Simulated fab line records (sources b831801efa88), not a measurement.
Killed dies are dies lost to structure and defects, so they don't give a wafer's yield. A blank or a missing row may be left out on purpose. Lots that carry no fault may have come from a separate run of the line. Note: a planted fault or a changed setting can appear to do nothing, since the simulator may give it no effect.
A single fault, viewed from 2 desks + flow sfqLine + every desk sees just its own numbers, and what lay behind them comes last

== FOR THE TOOL OWNER'S DESK: rieMetal-02 ==
The tool's own readings at SFQ_TRILAYER_M3_BARC_OPEN_METAL_ETCH_100 (etches BARC in O2, target depth 125 nm, time 41.7 s): means of the sampled wafers that have a number, for each lot that ran on this tool. The brackets show how far a lot's mean lies from the usual mean; more than 4 standard deviations puts the lot out of limits, marked OUT.
Columns: A = biasW at SFQ_TRILAYER_M3_BARC_OPEN_METAL_ETCH_100, usual 79.98 W; B = drypumpMotorCurrentA at SFQ_TRILAYER_M3_BARC_OPEN_METAL_ETCH_100, usual 6.0 A; C = oesProductAu at SFQ_TRILAYER_M3_BARC_OPEN_METAL_ETCH_100, usual 0.684 a.u.; D = rfFwdPowerW at SFQ_TRILAYER_M3_BARC_OPEN_METAL_ETCH_100, usual 595.4 W
| lot  | first seen here | A     | B   | C     | D     |
|------|-----------------|-------|-----|-------|-------|
| L564 | day 43 23:10    | 79.92 | 6.0 | 0.686 | 596.3 |
| L574 | day 51 16:02    | 79.91 | 6.1 | 0.676 | 598.2 |
| L575 | day 51 18:26    | 80.03 | 6.1 | 0.685 | 597.5 |
Result from this desk: across the 3 lots, nothing is out of limits.

== FROM THE METROLOGY DESK ==
Means of the sampled wafers that have a number, per lot and without regard to the tool the lot ran on: this is what the gauges read. The brackets show how far a lot's mean lies from the usual mean; more than 4 standard deviations puts the lot out of limits, marked OUT.
Columns: A = M3_NB_RS at SFQ_M3_RS_MEAS_919, usual 0.890 ohm/sq; B = M3_OVL at SFQ_M3_OVL_MEAS_921, usual -1 nm
| lot  | first seen here | A     | B  |
|------|-----------------|-------|----|
| L564 | day 42 23:39    | 0.892 | -6 |
| L574 | day 46 08:06    | 0.883 | 2  |
| L575 | day 46 09:17    | 0.900 | -4 |
| L577 | day 46 14:05    | 0.895 | 6  |
| L582 | day 47 02:19    | 0.883 | 2  |
| L583 | day 47 03:30    | 0.883 | 6  |
Result from this desk: across the 6 lots, nothing is out of limits.

== TAKEN TOGETHER ==
The tool owner's desk saw nothing out of limits.
Metrology desk: nothing out of limits seen.

== WHAT THE SIMULATOR PUT IN ==
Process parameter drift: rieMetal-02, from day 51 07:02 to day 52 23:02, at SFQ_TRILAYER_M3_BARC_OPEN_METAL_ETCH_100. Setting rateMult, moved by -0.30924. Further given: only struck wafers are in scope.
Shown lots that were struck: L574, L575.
